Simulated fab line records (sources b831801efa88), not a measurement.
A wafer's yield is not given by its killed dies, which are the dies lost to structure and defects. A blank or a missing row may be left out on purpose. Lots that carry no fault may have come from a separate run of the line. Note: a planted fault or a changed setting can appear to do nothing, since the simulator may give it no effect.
2 desks, one fault ; flow sky130 ; numbers are kept per desk, each desk with only its own; the story behind them comes last

## FROM THE METROLOGY DESK
Lot by lot, what the gauges showed, no matter which tool ran the lot: averages of those sampled wafers that carry a number. If a lot's mean is further than 4 standard deviations from the usual mean, the lot is out of limits and carries the mark OUT (the distance appears in the brackets).
Columns: A = VT_ADJUST_LVTN_2_TW at SKY_VT_ADJUST_LVTN_TW_MEAS_21, usual 186.8; B = cd nm at SKY_VT_ADJUST_NCORE_CD_MEAS_07, usual 380.4 nm; C = VT_ADJUST_NCORE_OVL at SKY_VT_ADJUST_NCORE_OVL_MEAS_08, usual -0.2 nm
lot;first seen here;A;B;C
L451;day 8 03:09;185.2;382.6;0.2
L457;day 9 23:00;185.0;376.3;0.8
L460;day 10 16:07;188.7;381.7;-0.3
L461;day 10 18:55;188.1;379.4;-1.9
L463;day 11 11:53;184.4;379.8;0.1
L471;day 13 16:58;187.2;379.2;-0.4
Result from this desk: across the 6 lots, nothing is out of limits.

## FOR THE TOOL OWNER'S DESK: implanter-01
The tool's own readings at SKY_VT_ADJUST_NCORE_IMPLANT_09: means of the sampled wafers that have a number, for each lot that ran on this tool. If a lot's mean is further than 4 standard deviations from the usual mean, the lot is out of limits and carries the mark OUT (the distance appears in the brackets).
Columns: A = dose ions cm2 at SKY_VT_ADJUST_NCORE_IMPLANT_09, usual 2.3992e+12; B = faraday current uA at SKY_VT_ADJUST_NCORE_IMPLANT_09, usual 13.52
lot;first seen here;A;B
L451;day 9 00:18;2.4015e+12;13.46
L457;day 10 21:51;2.3979e+12;13.74
L460;day 11 16:03;2.2438e+12 (-62) OUT;12.98
L463;day 12 12:53;2.2429e+12 (-63) OUT;12.54
This desk's verdict: out of limits on L460, L463, starting with L460 at day 11 16:03 (dose ions cm2 at SKY_VT_ADJUST_NCORE_IMPLANT_09). L451, L457 stayed within limits.

## PUT TOGETHER
An alarm could have come from the tool owner's desk at day 11 16:03, on L460, L463.
From the metrology desk's view, nothing was out of limits.
The metrology desk holds a record of L460, L463, inside its limits.
SKY_VT_ADJUST_NCORE_IMPLANT_09 was run on implanter-01 by each of the lots named.

## WHAT THE SIMULATOR HAD INSERTED
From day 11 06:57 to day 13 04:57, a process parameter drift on implanter-01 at SKY_VT_ADJUST_NCORE_IMPLANT_09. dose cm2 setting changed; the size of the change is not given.
Struck lots among those shown: L460, L463.
How many hours passed from the start of the fault until each desk's first out-of-limits reading: the tool owner's desk, 9.
